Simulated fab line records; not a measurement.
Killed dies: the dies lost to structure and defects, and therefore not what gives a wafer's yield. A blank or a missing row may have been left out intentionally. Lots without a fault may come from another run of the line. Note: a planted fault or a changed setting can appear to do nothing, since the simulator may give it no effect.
fab line records    flow sky130
record: lots: 12  wafers: 36  last-day: 50
route steps=708 shown METAL3@568 VIA3@573 PAD_OPEN@708
lots that met no fault: taken from a fault-free run of the same line
start-h: hours from the record's first day to the start of the lot's first wafer shown    wait-h: hours since the lot's step before    " as in the row above    L1.1+2: one row covering several wafers at once    - no value present, or no start provided    * or withheld: withheld    < > ~ a bound
route shown NAME@n: a module of which the file shows steps, and the number in the route of the first    usual: mean/standard deviation of fault-free wafers    same: alike in all rows    chamber/n: place in a boat    sites: the reading at each site    _std_site: how widely they spread, as a standard deviation    _edge_site: the outer-site mean with the inner-site mean subtracted    radius-mm: how far each site lies from the wafer's centre    mask NAME#n: copy n    behind: tool/chamber where the wafer was last shaped    hold: why the lot went on hold/how many hours it stayed there/how the hold came to an end    device: the n, p or np transistor that did not switch    end of line: the same wafers' tests at the end of the route    step lacking rows: just its recipe    killed: count of dies lost to structure and defects at first sort (not the wafer's yield)    map: shows each die of a wafer: x if killed, . if not, _ if none is there
set.NAME: the run value of the setting; set.NAME@STEP: its run value at that earlier step    model.NAME: the simulator's own value behind a step, which no gauge read
one table for each step of the route and one row for each wafer, over a sample of lots
services: when a tool's chamber went out of use (start-h, in hours from the record's first day, below 0 if earlier), for how many hours, and the reason
== steps ==
step: SKY_METAL3_METAL_ETCH_18
recipe: target-depth-a: 8450  stop-on: SiO2  over-etch-frac: 0.3  time-s: 183.1  chemistry: Cl2/BCl3  resist-sidewall-deg: 88  pressure-mtorr: 10  icp-w: 900  bias-w: 48.5  Cl2_flow_sccm: 60  bcl3-flow-sccm: 30
usual: drypump-motor-current-A: 5.4/0.36  oes-product-au: 0.866/0.0063  throttle-valve-pct: 22.264/0.0091
lot.wafer  tool          chamber  start-h  wait-h  drypump-motor-current-A  oes-product-au  rf-hours-counter-h  throttle-valve-pct
L903.1     rie-metal-01  1        927.03   0.0     5.3                      0.868           11                  22.281
L903.3     "             1        "        "       5.3                      0.866           -                   22.276
L903.5     "             1        "        "       5.3                      0.870           -                   22.268
L904.4     rie-metal-02  0        933.24   0.2     5.1                      0.858           -                   22.279
L904.5     "             0        "        "       5.1                      0.858           -                   22.260
L904.6     "             0        "        "       5.1                      0.862           -                   22.262
L905.1     rie-metal-01  0        943.28   0.0     5.8                      0.879           15                  22.255
L905.4     "             1        "        "       5.3                      0.871           -                   22.262
L905.5     "             1        "        "       5.3                      0.869           -                   22.248
L907.1     rie-metal-02  0        949.78   0.0     5.1                      0.871           14                  22.269
L907.2     "             1        "        "       5.4                      0.859           0                   22.263
L907.5     "             0        "        "       5.1                      0.859           -                   22.254
L908.1     rie-metal-04  0        959.78   0.0     4.9                      0.867           3                   22.260
L908.2     "             1        "        "       5.7                      0.867           1                   22.261
L908.6     "             1        "        "       5.7                      0.864           -                   22.265
L909.3     rie-metal-04  1        967.56   0.1     5.7                      0.854           -                   22.264
L909.5     "             0        "        "       4.8                      0.850           -                   22.256
L909.6     "             1        "        "       5.7                      0.868           -                   22.253
L911.1     rie-metal-01  0        971.93   0.0     5.8                      0.859           17                  22.266
L911.4     "             0        "        "       5.8                      0.856           -                   22.258
L911.5     "             0        "        "       5.8                      0.870           -                   22.262
L912.3     rie-metal-04  0        981.43   0.1     4.8                      0.864           -                   22.266
L912.4     "             1        "        "       5.7                      0.875           -                   22.258
L912.5     "             1        "        "       5.7                      0.868           -                   22.265
L913.1     rie-metal-04  0        991.55   0.0     4.9                      0.863           5                   22.275
L913.2     "             1        "        "       5.7                      0.852           3                   22.280
L913.3     "             0        "        "       4.9                      0.865           -                   22.269
L915.1     rie-metal-04  0        1002.83  0.0     4.9                      0.867           5                   22.273
L915.3     "             0        "        "       4.8                      0.863           -                   22.264
L915.6     "             0        "        "       4.8                      0.862           -                   22.262
L922.1     rie-metal-04  1        1052.73  0.0     5.7                      0.859           7                   22.247
L922.2     "             0        "        "       4.9                      0.865           8                   22.246
L922.4     "             0        "        "       4.9                      0.873           -                   22.281
L923.3     rie-metal-04  0        1056.76  0.1     4.8                      0.870           -                   22.270
L923.4     "             1        "        "       5.7                      0.871           -                   22.267
L923.5     "             1        "        "       5.7                      0.876           -                   22.262
step: SKY_VIA3_HDPCVD_00
recipe: material: SiO2  target-thk-nm: 1635  sigma-open-frac: 0.3  time-s: 272.5  temp-c: 400  sih4-flow-sccm: 60  pressure-mtorr: 6
usual: run-length-s: 300.6/0.64
lot.wafer  tool       chamber  start-h  wait-h  run-length-s
L903.1     hdpcvd-01  2        927.81   0.0     301.1
L903.3     "          1        "        "       299.7
L903.5     "          2        "        "       302.1
L904.4     hdpcvd-02  0        934.37   0.1     299.4
L904.5     "          1        "        "       301.1
L904.6     "          2        "        "       300.9
L905.1     hdpcvd-02  0        944.05   0.0     299.8
L905.4     "          1        "        "       300.6
L905.5     "          0        "        "       299.6
L907.1     hdpcvd-02  1        950.61   0.0     300.9
L907.2     "          0        "        "       299.3
L907.5     "          1        "        "       300.4
L908.1     hdpcvd-02  1        960.55   0.0     300.7
L908.2     "          2        "        "       300.7
L908.6     "          2        "        "       301.6
L909.3     hdpcvd-01  0        968.27   0.0     301.0
L909.5     "          0        "        "       300.4
L909.6     "          2        "        "       301.0
L911.1     hdpcvd-01  0        972.70   0.0     300.5
L911.4     "          0        "        "       300.6
L911.5     "          2        "        "       301.1
L912.3     hdpcvd-01  0        982.14   0.0     227.6
L912.4     "          0        "        "       227.8
L912.5     "          1        "        "       299.9
L913.1     hdpcvd-01  1        992.32   0.0     299.7
L913.2     "          2        "        "       301.3
L913.3     "          0        "        "       227.4
L915.1     hdpcvd-01  2        1003.65  0.0     301.1
L915.3     "          0        "        "       228.6
L915.6     "          2        "        "       301.4
L922.1     hdpcvd-02  1        1053.64  0.0     300.3
L922.2     "          0        "        "       299.6
L922.4     "          1        "        "       300.8
L923.3     hdpcvd-02  0        1057.48  0.0     299.3
L923.4     "          1        "        "       300.8
L923.5     "          0        "        "       300.0
step: SKY_VIA3_THK_MEAS_01
recipe: reads: SiO2_of_VIA3_HDPCVD_00
usual: VIA3_HDPCVD_THK: 1628/17
lot.wafer  tool           chamber  start-h  wait-h  VIA3_HDPCVD_THK[nm]
L903.1     film-metro-03  -        927.97   0.1     1609
L903.3     "              -        "        "       1620
L903.5     "              -        "        "       1610
L904.4     film-metro-02  -        934.48   0.0     1635
L904.5     "              -        "        "       1634
L904.6     "              -        "        "       1647
L905.1     film-metro-02  -        944.21   0.1     1636
L905.4     "              -        "        "       1659
L905.5     "              -        "        "       1649
L907.1     film-metro-02  -        950.77   0.1     1618
L907.2     "              -        "        "       1618
L907.5     "              -        "        "       1622
L908.1     film-metro-01  -        960.72   0.1     1654
L908.2     "              -        "        "       1652
L908.6     "              -        "        "       1653
L909.3     film-metro-02  -        968.46   0.1     1628
L909.5     "              -        "        "       1640
L909.6     "              -        "        "       1626
L911.1     film-metro-02  -        972.87   0.1     1620
L911.4     "              -        "        "       1621
L911.5     "              -        "        "       1602
L912.3     film-metro-03  -        982.33   0.1     1164
L912.4     "              -        "        "       1160
L912.5     "              -        "        "       1598
L913.1     film-metro-01  -        992.49   0.1     1631
L913.2     "              -        "        "       1656
L913.3     "              -        "        "       1204
L915.1     film-metro-03  -        1003.82  0.1     1639
L915.3     "              -        "        "       1197
L915.6     "              -        "        "       1637
L922.1     film-metro-03  -        1053.80  0.1     1626
L922.2     "              -        "        "       1645
L922.4     "              -        "        "       1631
L923.3     film-metro-02  -        1057.67  0.1     1629
L923.4     "              -        "        "       1622
L923.5     "              -        "        "       1623
step: SKY_VIA3_CMP_02
recipe: material: SiO2  down-force-psi: 4  platen-rpm: 60  pad-velocity-m-s: 0.94248
usual: motor-current-A: 12.0/1.3
lot.wafer  tool    chamber  start-h  wait-h  motor-current-A
L903.1     cmp-01  0        928.11   0.1     12.3
L903.3     "       3        "        "       15.1
L903.5     "       1        "        "       9.9
L904.4     cmp-02  2        934.61   0.1     11.1
L904.6     "       0        "        "       13.9
L904.5     "       1        "        "       12.7
L905.1     cmp-02  2        944.27   0.1     10.5
L905.4     "       3        "        "       11.8
L905.5     "       3        "        "       11.8
L907.2     cmp-02  3        950.83   0.0     11.0
L907.1     "       2        "        "       10.7
L907.5     "       0        "        "       13.3
L908.2     cmp-01  3        960.83   0.1     14.2
L908.1     "       1        "        "       10.2
L908.6     "       2        "        "       11.7
L909.3     cmp-02  3        968.65   0.2     11.5
L909.5     "       0        "        "       14.2
L909.6     "       1        "        "       13.0
L911.1     cmp-01  0        972.93   0.1     11.7
L911.4     "       3        "        "       14.3
L911.5     "       1        "        "       9.5
L912.4     cmp-02  2        982.42   0.1     11.3
L912.3     "       0        "        "       12.7
L912.5     "       1        "        "       13.1
L913.1     cmp-01  2        992.60   0.1     12.3
L913.2     "       3        "        "       14.1
L913.3     "       0        "        "       12.3
L915.3     cmp-02  2        1003.88  0.0     11.1
L915.1     "       0        "        "       13.0
L915.6     "       2        "        "       11.2
L922.4     cmp-02  2        1053.86  0.0     10.6
L922.1     "       3        "        "       11.0
L922.2     "       0        "        "       13.9
L923.3     cmp-01  3        1057.76  0.1     14.3
L923.4     "       0        "        "       12.1
L923.5     "       3        "        "       13.7
step: SKY_VIA3_ETCH_14
recipe: chemistry: N2/H2  target: BARC  ion-energy-ev: 200  source-w: 500  bias-w: 100  pressure-mtorr: 30  n2-flow-sccm: 100  h2-flow-sccm: 200  stop-on: SiO2  time-s: 45.9  target-depth-a: 600
usual: drypump-motor-current-A: 5.6/0.35  oes-product-au: 0.855/0.0046  throttle-valve-pct: 13.225/0.0084
lot.wafer  tool         chamber  start-h  wait-h  drypump-motor-current-A  oes-product-au  rf-hours-counter-h  throttle-valve-pct
L903.1     rie-diel-02  1        953.23   0.0     6.4                      0.855           15                  13.231
L903.3     "            0        "        "       5.5                      0.852           15                  13.221
L903.5     "            0        "        "       5.5                      0.851           -                   13.220
L904.4     rie-diel-02  3        959.02   0.0     5.7                      0.850           -                   13.226
L904.5     "            1        "        "       6.4                      0.848           -                   13.237
L904.6     "            2        "        "       4.9                      0.852           -                   13.254
L905.1     rie-diel-01  3        969.86   0.0     5.8                      0.847           10                  13.225
L905.4     "            1        "        "       5.4                      0.854           18                  13.224
L905.5     "            0        "        "       5.7                      0.858           -                   13.220
L907.1     rie-diel-04  1        975.71   0.0     5.2                      0.857           27                  13.226
L907.2     "            0        "        "       5.2                      0.854           5                   13.221
L907.5     "            1        "        "       5.1                      0.861           -                   13.238
L908.1     rie-diel-01  1        985.13   0.0     5.4                      0.853           19                  13.242
L908.2     "            0        "        "       5.7                      0.854           10                  13.231
L908.6     "            2        "        "       5.9                      0.852           -                   13.223
L909.3     rie-diel-01  0        992.50   0.0     5.7                      0.854           10                  13.219
L909.5     "            0        "        "       5.6                      0.856           -                   13.231
L909.6     "            1        "        "       5.4                      0.854           -                   13.226
L911.1     rie-diel-01  1        996.86   0.0     5.4                      0.844           19                  13.215
L911.4     "            2        "        "       5.9                      0.855           -                   13.214
L911.5     "            1        "        "       5.4                      0.850           -                   13.225
L912.3     rie-diel-01  3        1006.30  0.0     5.8                      0.847           11                  13.219
L912.4     "            1        "        "       5.4                      0.859           20                  13.211
L912.5     "            1        "        "       5.4                      0.859           -                   13.231
L913.1     rie-diel-04  1        1015.51  0.0     5.1                      0.855           0                   13.219
L913.2     "            3        "        "       5.3                      0.863           13                  13.220
L913.3     "            0        "        "       5.3                      0.854           7                   13.229
L915.1     rie-diel-02  3        1026.53  0.0     5.7                      0.850           19                  13.230
L915.3     "            1        "        "       6.4                      0.852           17                  13.200
L915.6     "            1        "        "       6.4                      0.856           -                   13.226
L922.1     rie-diel-01  3        1075.50  0.0     5.8                      0.853           14                  13.233
L922.2     "            0        "        "       5.6                      0.855           13                  13.220
L922.4     "            1        "        "       5.4                      0.860           22                  13.240
L923.3     rie-diel-04  1        1079.00  0.0     5.1                      0.856           3                   13.228
L923.4     "            0        "        "       5.2                      0.854           9                   13.217
L923.5     "            3        "        "       5.3                      0.861           -                   13.212
step: SKY_PAD_OPEN_PROBE_99
usual: defect-limited-yield: 82.0/2.1  killed_at_M0_to_M3: 45/7  killed_at_M4_up: 3.4/1.8  killed-at-contacts: 24/5.4  killed-at-front-end: 16/4.8  killed-at-other: 0.4/0.62  killed-dies: 89/10  killed-open: 48/7.2  killed-short: 40/6.3
same: gross-dies: 492  killed-at-back-side: 0
lot.wafer  tool       chamber  start-h  wait-h  defect-limited-yield[%]  killed_at_M0_to_M3  killed_at_M4_up  killed-at-contacts  killed-at-front-end  killed-at-other  killed-dies  killed-open  killed-short
L903.1     prober-01  -        1094.61  0.1     81.7                     39                  2                34                  14                   1                90           46           43
L903.3     prober-01  -        1094.71  0.2     83.5                     39                  6                22                  13                   1                81           45           35
L903.5     prober-01  -        1094.81  0.2     83.3                     35                  1                26                  20                   0                82           48           33
L904.4     prober-02  -        1102.26  0.2     81.7                     53                  4                20                  13                   0                90           37           51
L904.5     prober-02  -        1102.31  0.2     80.7                     57                  5                16                  17                   0                95           58           36
L904.6     prober-02  -        1102.36  0.2     82.9                     52                  2                15                  15                   0                84           43           40
L905.1     prober-01  -        1112.56  0.1     82.1                     36                  6                29                  17                   0                88           46           42
L905.4     prober-01  -        1112.71  0.2     80.9                     54                  3                25                  12                   0                94           58           35
L905.5     prober-01  -        1112.76  0.2     80.7                     44                  2                29                  20                   0                95           52           43
L907.1     prober-01  -        1114.06  0.1     80.9                     54                  4                20                  16                   0                94           51           42
L907.2     prober-01  -        1114.11  0.1     80.3                     56                  5                19                  17                   0                97           51           46
L907.5     prober-01  -        1114.26  0.2     76.4                     54                  5                29                  27                   1                116          64           49
L908.1     prober-02  -        1122.82  0.1     79.9                     45                  8                29                  16                   1                99           45           52
L908.2     prober-02  -        1122.87  0.1     84.1                     35                  4                26                  11                   2                78           44           32
L908.6     prober-02  -        1123.07  0.2     82.9                     31                  3                32                  17                   1                84           48           35
L909.3     prober-01  -        1129.47  0.2     82.5                     59                  3                14                  10                   0                86           41           45
L909.5     prober-01  -        1129.57  0.2     82.9                     41                  2                23                  18                   0                84           42           41
L909.6     prober-01  -        1129.62  0.2     80.9                     40                  7                33                  14                   0                94           50           44
L911.1     prober-02  -        1133.35  0.1     81.9                     43                  6                26                  14                   0                89           54           35
L911.4     prober-02  -        1133.50  0.2     81.3                     50                  6                23                  13                   0                92           50           42
L911.5     prober-02  -        1133.55  0.2     81.5                     39                  2                28                  22                   0                91           44           47
L912.3     prober-02  -        1141.59  0.2     81.5                     44                  3                22                  22                   0                91           49           42
L912.4     prober-02  -        1141.64  0.2     82.5                     41                  3                23                  18                   1                86           49           37
L912.5     prober-02  -        1141.69  0.2     80.9                     56                  3                22                  13                   0                94           54           40
L913.1     prober-01  -        1147.98  0.1     84.8                     42                  3                17                  13                   0                75           42           33
L913.2     prober-01  -        1148.03  0.1     84.1                     41                  5                16                  16                   0                78           35           43
L913.3     prober-01  -        1148.08  0.2     83.5                     40                  2                28                  11                   0                81           45           36
L915.1     prober-01  -        1155.92  0.1     80.3                     45                  2                31                  19                   0                97           63           34
L915.3     prober-01  -        1156.02  0.2     81.5                     54                  4                18                  15                   0                91           46           44
L915.6     prober-01  -        1156.17  0.2     80.9                     46                  1                38                  9                    0                94           56           38
L922.1     prober-02  -        1193.86  0.1     86.4                     32                  4                12                  19                   0                67           36           31
L922.2     prober-02  -        1193.91  0.1     83.1                     35                  4                31                  11                   2                83           40           41
L922.4     prober-02  -        1194.01  0.2     83.1                     40                  6                20                  15                   2                83           45           37
L923.3     prober-01  -        1196.27  0.2     83.1                     45                  5                20                  13                   0                83           44           39
L923.4     prober-01  -        1196.32  0.2     81.3                     47                  1                30                  14                   0                92           54           38
L923.5     prober-01  -        1196.37  0.2     83.1                     37                  6                24                  16                   0                83           47           36
killed by level:class
L903.1 LI_CONTACT:geometric-particle:open=16 VIA1:geometric-particle:open=8 VIA1:geometric-particle:short=8 CONTACT:geometric-particle:open=7 VIA3:geometric-particle:open=7 FIELD_ISO:geometric-particle:short=5 FIELD_ISO:geometric-particle:open=5 LOCAL_INTERCONNECT:geometric-particle:short=5
L903.3 VIA1:geometric-particle:open=10 CONTACT:geometric-particle:open=9 VIA3:geometric-particle:open=8 METAL1:geometric-particle:short=7 METAL4:geometric-particle:short=5 FIELD_ISO:geometric-particle:short=4 CONTACT:geometric-particle:short=4 VIA2:geometric-particle:open=4
L903.5 CONTACT:geometric-particle:open=9 LI_CONTACT:geometric-particle:open=8 VIA3:geometric-particle:open=8 VIA1:geometric-particle:open=7 FIELD_ISO:geometric-particle:open=6 POLY_GATE:geometric-particle:open=4 CONTACT:geometric-particle:short=4 METAL2:geometric-particle:short=4
L904.4 VIA1:geometric-particle:short=13 VIA1:geometric-particle:open=9 CONTACT:geometric-particle:open=7 METAL3:geometric-particle:short=7 LI_CONTACT:geometric-particle:open=6 METAL1:geometric-particle:short=6 METAL2:geometric-particle:short=5 VIA3:geometric-particle:short=4
L904.5 VIA1:geometric-particle:open=13 VIA2:geometric-particle:open=9 CONTACT:geometric-particle:open=8 METAL1:geometric-particle:short=7 FIELD_ISO:geometric-particle:open=6 METAL2:geometric-particle:short=6 VIA3:geometric-particle:open=6 METAL4:geometric-particle:short=4
L904.6 VIA1:geometric-particle:open=17 METAL1:geometric-particle:short=9 VIA3:geometric-particle:open=7 POLY_GATE:geometric-particle:short=6 CONTACT:geometric-particle:open=6 FIELD_ISO:geometric-particle:short=5 METAL3:geometric-particle:short=4 POLY_GATE:geometric-particle:open=3
L905.1 CONTACT:geometric-particle:open=11 LI_CONTACT:geometric-particle:open=9 FIELD_ISO:geometric-particle:short=8 METAL1:geometric-particle:short=7 VIA1:geometric-particle:short=6 POLY_GATE:geometric-particle:open=5 CONTACT:geometric-particle:short=4 VIA1:geometric-particle:open=4
L905.4 VIA1:geometric-particle:open=18 CONTACT:geometric-particle:open=12 VIA1:geometric-particle:short=7 METAL2:geometric-particle:short=6 VIA3:geometric-particle:open=5 LI_CONTACT:geometric-particle:open=4 LOCAL_INTERCONNECT:geometric-particle:short=4 METAL1:geometric-particle:short=4
L905.5 CONTACT:geometric-particle:open=11 CONTACT:geometric-particle:short=9 METAL2:geometric-particle:short=8 VIA3:geometric-particle:open=7 VIA1:geometric-particle:open=7 VIA1:geometric-particle:short=6 FIELD_ISO:geometric-particle:open=5 POLY_GATE:geometric-particle:short=5
L907.1 VIA1:geometric-particle:open=12 VIA2:geometric-particle:open=11 CONTACT:geometric-particle:open=8 VIA3:geometric-particle:open=8 POLY_GATE:geometric-particle:short=5 METAL2:geometric-particle:short=5 SPACER:geometric-particle:short=4 LI_CONTACT:geometric-particle:open=4
L907.2 METAL1:geometric-particle:short=15 VIA1:geometric-particle:open=11 CONTACT:geometric-particle:open=7 VIA2:geometric-particle:open=7 POLY_GATE:geometric-particle:open=6 VIA3:geometric-particle:open=6 CONTACT:geometric-particle:short=5 METAL1:geometric-particle:open=5
L907.5 VIA1:geometric-particle:open=13 CONTACT:geometric-particle:open=10 VIA2:geometric-particle:open=10 POLY_GATE:geometric-particle:short=8 VIA3:geometric-particle:open=7 METAL2:geometric-particle:short=6 METAL1:geometric-particle:short=6 FIELD_ISO:geometric-particle:open=5
L908.1 VIA1:geometric-particle:open=12 VIA3:geometric-particle:open=9 LOCAL_INTERCONNECT:geometric-particle:short=8 CONTACT:geometric-particle:short=6 METAL3:geometric-particle:short=6 METAL4:geometric-particle:short=6 FIELD_ISO:geometric-particle:open=5 LI_CONTACT:geometric-particle:short=5
L908.2 CONTACT:geometric-particle:open=11 VIA1:geometric-particle:open=11 LI_CONTACT:geometric-particle:open=8 METAL1:geometric-particle:short=8 METAL2:geometric-particle:short=6 FIELD_ISO:geometric-particle:short=3 POLY_GATE:geometric-particle:short=3 LI_CONTACT:geometric-particle:short=3
L908.6 CONTACT:geometric-particle:open=13 LOCAL_INTERCONNECT:geometric-particle:short=8 VIA1:geometric-particle:open=7 LI_CONTACT:geometric-particle:open=7 FIELD_ISO:geometric-particle:open=5 METAL1:geometric-particle:short=5 POLY_GATE:geometric-particle:short=4 METAL2:geometric-particle:short=4
L909.3 VIA1:geometric-particle:open=13 METAL2:geometric-particle:short=9 VIA2:geometric-particle:open=8 VIA1:geometric-particle:short=7 VIA3:geometric-particle:open=6 CONTACT:geometric-particle:short=5 METAL3:geometric-particle:short=5 CONTACT:geometric-particle:open=4
L909.5 VIA1:geometric-particle:open=9 VIA2:geometric-particle:open=7 CONTACT:geometric-particle:short=7 LI_CONTACT:geometric-particle:open=5 VIA1:geometric-particle:short=5 FIELD_ISO:geometric-particle:short=4 POLY_GATE:geometric-particle:short=4 CONTACT:geometric-particle:open=4
L909.6 CONTACT:geometric-particle:open=13 VIA1:geometric-particle:open=12 LOCAL_INTERCONNECT:geometric-particle:short=9 METAL2:geometric-particle:short=6 FIELD_ISO:geometric-particle:open=5 METAL4:geometric-particle:short=5 LI_CONTACT:geometric-particle:open=4 CONTACT:geometric-particle:short=4
L911.1 VIA1:geometric-particle:open=10 VIA2:geometric-particle:open=9 CONTACT:geometric-particle:open=8 LI_CONTACT:geometric-particle:open=6 VIA3:geometric-particle:open=6 CONTACT:geometric-particle:short=5 FIELD_ISO:geometric-particle:short=4 VIA1:geometric-particle:short=4
L911.4 VIA2:geometric-particle:open=10 CONTACT:geometric-particle:open=7 VIA1:geometric-particle:open=7 LI_CONTACT:geometric-particle:open=6 VIA3:geometric-particle:open=6 METAL1:geometric-particle:short=6 FIELD_ISO:geometric-particle:open=5 LOCAL_INTERCONNECT:geometric-particle:short=5
L911.5 LOCAL_INTERCONNECT:geometric-particle:short=9 CONTACT:geometric-particle:open=9 VIA1:geometric-particle:open=8 POLY_GATE:geometric-particle:open=7 POLY_GATE:geometric-particle:short=7 METAL1:geometric-particle:short=6 METAL2:geometric-particle:short=5 CONTACT:geometric-particle:short=5
L912.3 VIA2:geometric-particle:open=10 VIA1:geometric-particle:short=9 POLY_GATE:geometric-particle:open=7 VIA1:geometric-particle:open=7 CONTACT:geometric-particle:open=6 POLY_GATE:geometric-particle:short=6 LI_CONTACT:geometric-particle:open=6 FIELD_ISO:geometric-particle:open=5
L912.4 VIA2:geometric-particle:open=11 CONTACT:geometric-particle:open=7 VIA1:geometric-particle:open=7 FIELD_ISO:geometric-particle:short=6 POLY_GATE:geometric-particle:open=5 LI_CONTACT:geometric-particle:open=5 LOCAL_INTERCONNECT:geometric-particle:short=5 CONTACT:geometric-particle:short=5
L912.5 VIA1:geometric-particle:open=16 VIA1:geometric-particle:short=8 METAL2:geometric-particle:short=8 VIA3:geometric-particle:open=7 FIELD_ISO:geometric-particle:open=6 LI_CONTACT:geometric-particle:open=6 METAL1:geometric-particle:short=6 VIA2:geometric-particle:open=5
L913.1 VIA1:geometric-particle:open=14 METAL1:geometric-particle:short=6 CONTACT:geometric-particle:open=6 VIA2:geometric-particle:short=5 VIA3:geometric-particle:open=5 FIELD_ISO:geometric-particle:open=4 VIA2:geometric-particle:open=4 FIELD_ISO:geometric-particle:short=3
L913.2 VIA1:geometric-particle:open=9 METAL2:geometric-particle:short=7 METAL1:geometric-particle:short=6 METAL4:geometric-particle:short=5 FIELD_ISO:geometric-particle:short=4 POLY_GATE:geometric-particle:open=4 LI_CONTACT:geometric-particle:open=4 CONTACT:geometric-particle:open=4
L913.3 CONTACT:geometric-particle:open=11 VIA1:geometric-particle:open=11 VIA1:geometric-particle:short=9 LI_CONTACT:geometric-particle:open=6 LOCAL_INTERCONNECT:geometric-particle:short=6 FIELD_ISO:geometric-particle:short=4 VIA2:geometric-particle:open=4 VIA3:geometric-particle:open=3
L915.1 VIA1:geometric-particle:open=13 CONTACT:geometric-particle:open=11 LI_CONTACT:geometric-particle:open=9 VIA3:geometric-particle:open=8 FIELD_ISO:geometric-particle:short=7 VIA2:geometric-particle:open=7 FIELD_ISO:geometric-particle:open=5 VIA1:geometric-particle:short=5
L915.3 VIA1:geometric-particle:short=10 VIA1:geometric-particle:open=9 VIA2:geometric-particle:open=7 VIA3:geometric-particle:open=6 CONTACT:geometric-particle:open=6 METAL1:geometric-particle:short=6 LI_CONTACT:geometric-particle:open=5 METAL2:geometric-particle:short=5
L915.6 LI_CONTACT:geometric-particle:open=15 VIA1:geometric-particle:open=11 VIA3:geometric-particle:open=9 CONTACT:geometric-particle:open=7 LOCAL_INTERCONNECT:geometric-particle:short=7 VIA2:geometric-particle:open=5 METAL2:geometric-particle:short=5 LI_CONTACT:geometric-particle:short=4
L922.1 VIA1:geometric-particle:open=9 VIA1:geometric-particle:short=5 FIELD_ISO:geometric-particle:open=4 POLY_GATE:geometric-particle:open=4 LOCAL_INTERCONNECT:geometric-particle:short=4 CONTACT:geometric-particle:open=4 METAL1:geometric-particle:open=4 METAL2:geometric-particle:short=4
L922.2 CONTACT:geometric-particle:open=8 LI_CONTACT:geometric-particle:open=7 VIA3:geometric-particle:open=7 LOCAL_INTERCONNECT:geometric-particle:short=6 CONTACT:geometric-particle:short=6 METAL2:geometric-particle:short=5 VIA2:geometric-particle:open=5 POLY_GATE:geometric-particle:open=4
L922.4 VIA3:geometric-particle:open=12 CONTACT:geometric-particle:open=8 VIA1:geometric-particle:open=7 POLY_GATE:geometric-particle:open=5 LI_CONTACT:geometric-particle:open=5 CONTACT:geometric-particle:short=4 METAL1:geometric-particle:short=4 VIA3:geometric-particle:short=4
L923.3 VIA1:geometric-particle:open=10 LI_CONTACT:geometric-particle:open=8 VIA2:geometric-particle:open=7 VIA2:geometric-particle:short=6 CONTACT:geometric-particle:open=5 VIA1:geometric-particle:short=5 FIELD_ISO:geometric-particle:short=4 METAL2:geometric-particle:short=4
L923.4 CONTACT:geometric-particle:open=13 VIA1:geometric-particle:open=12 VIA2:geometric-particle:open=10 CONTACT:geometric-particle:short=7 VIA1:geometric-particle:short=6 LI_CONTACT:geometric-particle:open=5 VIA3:geometric-particle:open=5 FIELD_ISO:geometric-particle:short=4
L923.5 VIA1:geometric-particle:open=14 CONTACT:geometric-particle:open=7 CONTACT:geometric-particle:short=7 FIELD_ISO:geometric-particle:open=6 LI_CONTACT:geometric-particle:open=5 METAL4:geometric-particle:short=5 POLY_GATE:geometric-particle:short=4 VIA2:geometric-particle:open=4
== services ==
tool          chamber  start-h  hours  kind
cmp-01        -        906.57   0.6    repair
cmp-01        -        911.36   4.8    pm
cmp-02        -        912.02   4.0    pm
rie-metal-04  1        914.76   -      clean
rie-diel-02   0        918.96   4.1    repair
rie-diel-02   3        919.94   6.9    repair
rie-diel-04   -        924.84   0.1    repair
rie-diel-02   2        946.60   6.6    repair
hdpcvd-01     -        950.25   15.0   pm
rie-diel-02   0        958.09   14.7   repair
hdpcvd-01     2        958.60   2.0    repair
rie-diel-04   1        961.32   1.2    repair
hdpcvd-02     -        965.25   14.6   pm
cmp-01        -        974.77   0.5    repair
cmp-01        -        988.25   3.8    pm
rie-diel-04   -        991.37   2.8    pm
cmp-01        -        995.50   2.0    repair
rie-diel-01   0        995.68   5.8    repair
cmp-02        -        1005.06  2.9    pm
rie-diel-02   1        1006.70  3.1    repair
rie-metal-01  1        1027.66  45.5   repair
rie-diel-01   -        1042.34  0.3    repair
rie-diel-04   3        1042.58  3.3    repair
rie-diel-02   -        1051.06  25.8   repair
== key ==
first-sign: step: SKY_VIA3_HDPCVD_00  reading: run-length-s  direction: down  sigmas: 99+  usual: *  struck: *
effect: step: SKY_VIA3_THK_MEAS_01  reading: VIA3_HDPCVD_THK  direction: down  sigmas: 26  usual: 1628  struck: 1181
met-at SKY_VIA3_HDPCVD_00
struck-lots L912,L913,L915
struck-wafers L912.3,L912.4,L913.3,L915.3
not-acting-at SKY_METAL3_METAL_ETCH_18,SKY_VIA3_CMP_02,SKY_VIA3_ETCH_14
onset-between 972.70 982.14
fault: kind: process-parameter-drift  tool: hdpcvd-01  chamber: 0  onset-h: 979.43  steps: SKY_VIA3_HDPCVD_00  channel: time-s  offset: *  shape: step  end-h: 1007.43  acts-in: *  stated: *
